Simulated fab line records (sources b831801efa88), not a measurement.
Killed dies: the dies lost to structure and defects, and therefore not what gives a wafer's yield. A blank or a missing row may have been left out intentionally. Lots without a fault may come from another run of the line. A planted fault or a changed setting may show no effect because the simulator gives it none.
Which of the tools did it?    flow gf180mcu    24 lots, 72 wafers sampled, at 6 steps of a route of 602

== WHAT EACH GAUGE READ, for each wafer ==
GF_HV_LDD_OVL_MEAS_32. Usual: HV_LDD_02_OVL gives 0.1 nm (standard deviation 1.3).
lot   measured      on          HV_LDD_02_OVL (nm)  flag
L074  day 11 08:55  overlay-01  -0.8 0.4 1.5        
L075  day 11 15:35  overlay-02  -0.3 0.1 0.5        
L076  day 11 23:56  overlay-01  0.4 1.0 1.4         
L077  day 12 12:38  overlay-02  -0.5 -0.3 0.4       
L078  day 12 22:14  overlay-01  -0.4 -3.2 -2.3      
L079  day 13 09:45  overlay-02  1.0 1.7 1.2         
L080  day 13 16:47  overlay-01  -0.8 0.3 -1.2       
L081  day 13 21:59  overlay-02  0.9 1.5 -0.1        
L082  day 14 12:44  overlay-01  0.5 0.0 1.0         
L083  day 14 20:08  overlay-02  0.3 0.5 -0.5        
L084  day 15 00:11  overlay-02  -1.6 -1.8 -1.9      
L085  day 15 03:07  overlay-02  0.2 1.2 -0.4        
L086  day 15 11:02  overlay-01  1.2 1.8 1.6         
L087  day 15 18:35  overlay-01  0.9 -0.2 -0.3       
L088  day 16 05:02  overlay-02  -2.6 -2.7 -3.5      
L089  day 16 10:53  overlay-01  1.4 1.7 -0.2        
L090  day 16 17:17  overlay-02  1.5 2.7 0.8         
L091  day 16 23:39  overlay-02  0.3 -0.8 1.1        
L092  day 17 07:56  overlay-01  1.3 0.5 -0.1        
L093  day 17 17:43  overlay-01  -0.8 0.6 -2.5       
L094  day 18 00:14  overlay-02  0.9 0.5 2.4         
L095  day 18 15:59  overlay-02  0.6 0.1 0.4         
L096  day 18 21:06  overlay-01  -0.1 1.0 0.1        
L097  day 19 02:59  overlay-02  0.9 2.1 1.2         

GF_SAB_THK_MEAS_01. Usual: SAB_CVD_00_THK gives 50.1 nm (standard deviation 0.62).
lot   measured      on             SAB_CVD_00_THK (nm)  flag
L074  day 14 00:18  film metro-01  49.5 50.3 50.5       
L075  day 14 09:59  film metro-04  50.4 50.5 50.8       
L076  day 14 19:36  film metro-04  49.7 49.8 49.9       
L077  day 15 07:16  film metro-03  50.5 50.0 51.0       
L078  day 15 16:44  film metro-01  48.6 49.4 49.8       
L079  day 16 06:26  film metro-04  50.5 49.5 50.2       
L080  day 16 14:32  film metro-03  48.7 49.3 50.4       
L081  day 16 21:33  film metro-01  49.4 49.4 49.6       
L082  day 17 13:37  film metro-04  49.2 49.7 50.1       
L083  day 17 21:56  film metro-03  49.7 50.8 50.6       
L084  day 17 22:50  film metro-03  49.9 50.5 50.4       
L085  day 18 03:16  film metro-01  49.9 50.3 50.8       
L086  day 18 11:56  film metro-04  49.8 50.0 50.1       
L087  day 18 20:29  film metro-03  49.5 49.9 51.0       
L088  day 19 09:16  film metro-04  49.4 49.2 49.7       
L089  day 19 14:55  film metro-03  49.8 51.1 51.4       
L090  day 19 21:10  film metro-01  50.5 50.7 51.5       
L091  day 20 04:26  film metro-01  49.6 50.6 50.3       
L092  day 20 15:05  film metro-04  50.1 50.3 50.8       
L093  day 20 23:16  film metro-01  49.2 49.5 50.5       
L094  day 21 05:08  film metro-04  50.1 49.7 50.2       
L095  day 21 21:14  film metro-03  48.9 49.7 51.1       
L096  day 22 03:20  film metro-04  50.1 50.4 50.7       
L097  day 22 08:27  film metro-03  49.7 50.6 50.4       

GF_V5_THK_MEAS_01. Usual: V5_CVD_00_THK gives 299.6 nm (standard deviation 2.6).
lot   measured      on             V5_CVD_00_THK (nm)  flag
L074  day 26 03:35  film metro-04  296.8 302.8 300.3   
L075  day 26 12:01  film metro-03  302.9 299.3 304.2   
L076  day 26 20:01  film metro-04  298.7 301.1 294.5   
L077  day 27 07:14  film metro-03  300.0 296.9 297.8   
L078  day 27 17:06  film metro-03  301.6 303.4 303.2   
L079  day 28 04:37  film metro-04  303.2 298.8 303.1   
L080  day 28 13:16  film metro-04  299.3 299.7 301.9   
L081  day 28 19:02  film metro-04  298.6 297.3 297.3   
L082  day 29 10:23  film metro-01  299.9 299.7 300.4   
L083  day 29 15:44  film metro-03  295.2 293.9 301.6   
L084  day 29 15:59  film metro-03  300.9 299.6 299.7   
L085  day 29 19:32  film metro-01  302.9 300.5 302.9   
L086  day 30 01:44  film metro-04  300.4 296.8 300.0   
L087  day 30 09:59  film metro-01  294.0 297.9 297.6   
L088  day 30 15:59  film metro-01  297.9 299.9 296.8   
L089  day 31 00:26  film metro-01  299.0 297.8 297.7   
L090  day 31 03:29  film metro-04  301.8 300.5 301.1   
L091  day 31 09:14  film metro-03  297.6 302.4 297.3   
L092  day 31 14:58  film metro-04  298.2 299.0 294.5   
L093  day 31 23:50  film metro-04  305.5 303.3 304.4   
L094  day 32 05:06  film metro-01  302.4 300.2 301.2   
L095  day 32 20:50  film metro-03  297.0 295.2 295.6   
L096  day 32 20:38  film metro-01  301.4 305.7 302.5   
L097  day 32 22:06  film metro-04  302.4 300.2 298.6   

GF_PASSIVATION_THK_MEAS_01. Usual: PASSIVATION_CVD_00_THK gives 994 nm (standard deviation 11).
lot   measured      on             PASSIVATION_CVD_00_THK (nm)  flag
L074  day 27 23:32  film metro-03  987 1014 987                 
L075  day 28 06:50  film metro-02  990 1009 1004                
L076  day 28 14:31  film metro-03  994 1012 991                 
L077  day 29 01:48  film metro-03  977 968 992                  
L078  day 29 11:14  film metro-02  979 986 991                  
L079  day 29 23:53  film metro-01  992 989 1009                 
L080  day 30 08:52  film metro-01  987 983 1009                 
L081  day 30 11:35  film metro-03  990 997 998                  
L082  day 31 03:25  film metro-02  982 980 989                  
L083  day 31 07:14  film metro-03  984 998 1010                 
L084  day 31 07:31  film metro-03  976 975 1001                 
L085  day 31 11:26  film metro-01  984 993 1000                 
L086  day 31 17:10  film metro-01  984 1006 993                 
L087  day 32 00:36  film metro-02  989 987 1012                 
L088  day 32 06:04  film metro-02  987 987 1014                 
L089  day 32 13:41  film metro-01  985 1013 996                 
L090  day 32 15:30  film metro-01  993 993 1001                 
L091  day 32 22:30  film metro-01  990 971 1007                 
L092  day 33 02:50  film metro-02  991 993 1008                 
L093  day 33 11:37  film metro-01  981 980 1008                 
L094  day 33 16:34  film metro-03  985 1011 998                 
L095  day 34 07:21  film metro-01  991 1000 1004                
L096  day 34 06:30  film metro-03  982 1004 1009                
L097  day 34 07:31  film metro-03  997 997 1013                 

== WHICH TOOL RAN EACH LOT (tool, then ch and the chambers of the sampled wafers, then the start) ==
lot   GF_HV_LDD_RTA_52                  GF_SALICIDE_SPUTTER_03
L074  rtp anneal-01 ch 0, day 12 04:47  pvd sputter-04, day 14 21:48
L075  rtp anneal-02 ch 0, day 12 12:19  pvd sputter-03, day 15 07:22
L076  rtp anneal-02 ch 0, day 12 21:02  pvd sputter-03, day 15 17:17
L077  rtp anneal-01 ch 0, day 13 09:32  pvd sputter-01, day 16 05:23
L078  rtp anneal-01 ch 0, day 13 18:59  pvd sputter-01, day 16 14:29
L079  rtp anneal-02 ch 0, day 14 07:17  pvd sputter-04, day 17 05:32
L080  rtp anneal-01 ch 0, day 14 14:26  pvd sputter-03, day 17 13:57
L081  rtp anneal-02 ch 0, day 14 19:53  pvd sputter-04, day 17 21:26
L082  rtp anneal-02 ch 0, day 15 11:02  pvd sputter-01, day 18 13:50
L083  rtp anneal-02 ch 0, day 15 18:53  pvd sputter-04, day 18 22:10
L084  rtp anneal-01 ch 0, day 15 22:29  pvd sputter-01, day 18 23:25
L085  rtp anneal-01 ch 0, day 16 01:41  pvd sputter-03, day 19 03:56
L086  rtp anneal-02 ch 0, day 16 09:55  pvd sputter-04, day 19 12:22
L087  rtp anneal-02 ch 0, day 16 17:39  pvd sputter-01, day 19 21:40
L088  rtp anneal-02 ch 0, day 17 05:00  pvd sputter-04, day 20 10:44
L089  rtp anneal-02 ch 0, day 17 10:55  pvd sputter-03, day 20 15:45
L090  rtp anneal-01 ch 0, day 17 17:03  pvd sputter-03, day 20 21:54
L091  rtp anneal-02 ch 0, day 17 23:56  pvd sputter-01, day 21 05:02
L092  rtp anneal-02 ch 0, day 18 09:17  pvd sputter-01, day 21 14:50
L093  rtp anneal-01 ch 0, day 18 18:19  pvd sputter-04, day 21 23:12
L094  rtp anneal-02 ch 0, day 19 00:47  pvd sputter-01, day 22 04:56
L095  rtp anneal-02 ch 0, day 19 17:33  pvd sputter-03, day 22 21:44
L096  rtp anneal-01 ch 0, day 19 23:35  pvd sputter-03, day 23 02:55
L097  rtp anneal-01 ch 0, day 20 04:49  pvd sputter-01, day 23 07:49
- GF_HV_LDD_RTA_52: time 10 s.
- GF_SALICIDE_SPUTTER_03: material TiN, target thk 20 nm, time 16.7 s.

== WHAT THE TOOLS THEMSELVES READ (means of the sampled wafers that have a number; where no wafer has one, the mark that the record gives instead) ==
GF_HV_LDD_RTA_52. Usual: lamp power pct 34.7 %, standard deviation 3; wafer_temp_C_max 1005.8, standard deviation 1.
lot   tool           lamp power pct (%)  wafer_temp_C_max  flag
L074  rtp anneal-01  31.2                1007.0            
L075  rtp anneal-02  37.2                1005.4            
L076  rtp anneal-02  37.2                1006.4            
L077  rtp anneal-01  31.2                1006.4            
L078  rtp anneal-01  31.2                1006.0            
L079  rtp anneal-02  37.3                1006.1            
L080  rtp anneal-01  31.2                1006.0            
L081  rtp anneal-02  37.2                1004.8            
L082  rtp anneal-02  37.3                1005.3            
L083  rtp anneal-02  37.2                1004.9            
L084  rtp anneal-01  31.2                1006.3            
L085  rtp anneal-01  31.2                1005.0            
L086  rtp anneal-02  37.3                1005.6            
L087  rtp anneal-02  37.3                1006.0            
L088  rtp anneal-02  37.2                1006.0            
L089  rtp anneal-02  37.3                1005.9            
L090  rtp anneal-01  31.2                1006.0            
L091  rtp anneal-02  37.3                1004.6            
L092  rtp anneal-02  37.2                1005.4            
L093  rtp anneal-01  31.2                1006.0            
L094  rtp anneal-02  37.3                1006.8            
L095  rtp anneal-02  37.2                1005.5            
L096  rtp anneal-01  31.2                1006.7            
L097  rtp anneal-01  31.2                1004.8            

GF_SALICIDE_SPUTTER_03. Usual: throttle valve pct reads 30.2 % (standard deviation 0.83).
lot   tool            throttle valve pct (%)  flag
L074  pvd sputter-04  30.8                    
L075  pvd sputter-03  29.8                    
L076  pvd sputter-03  29.3                    
L077  pvd sputter-01  29.3                    
L078  pvd sputter-01  29.7                    
L079  pvd sputter-04  30.8                    
L080  pvd sputter-03  29.9                    
L081  pvd sputter-04  30.6                    
L082  pvd sputter-01  30.5                    
L083  pvd sputter-04  30.5                    
L084  pvd sputter-01  29.6                    
L085  pvd sputter-03  29.7                    
L086  pvd sputter-04  30.6                    
L087  pvd sputter-01  30.3                    
L088  pvd sputter-04  30.5                    
L089  pvd sputter-03  30.0                    
L090  pvd sputter-03  30.1                    
L091  pvd sputter-01  29.6                    
L092  pvd sputter-01  30.2                    
L093  pvd sputter-04  30.5                    
L094  pvd sputter-01  30.5                    
L095  pvd sputter-03  30.1                    
L096  pvd sputter-03  29.8                    
L097  pvd sputter-01  30.2                    

== THE ANSWER, worked out from the rows above alone ==
Rule: take the mean of a lot's wafers that have a number; if it is more than 3 standard deviations from the usual mean, the lot is off. Also off: a lot with no number at a reading for which 4 or more lots have one. All remaining lots with rows at the step are treated as sound. The gauges are gone through in route order, then the tools' own readings, and for those a lot's mean is taken as printed above. At the first step where some lot is off, the reading lying furthest off is the one used; lots without a number count as furthest.
Nothing can be told from this: no lot is off at any reading shown.

== WHAT THE SIMULATOR HAD INSERTED ==
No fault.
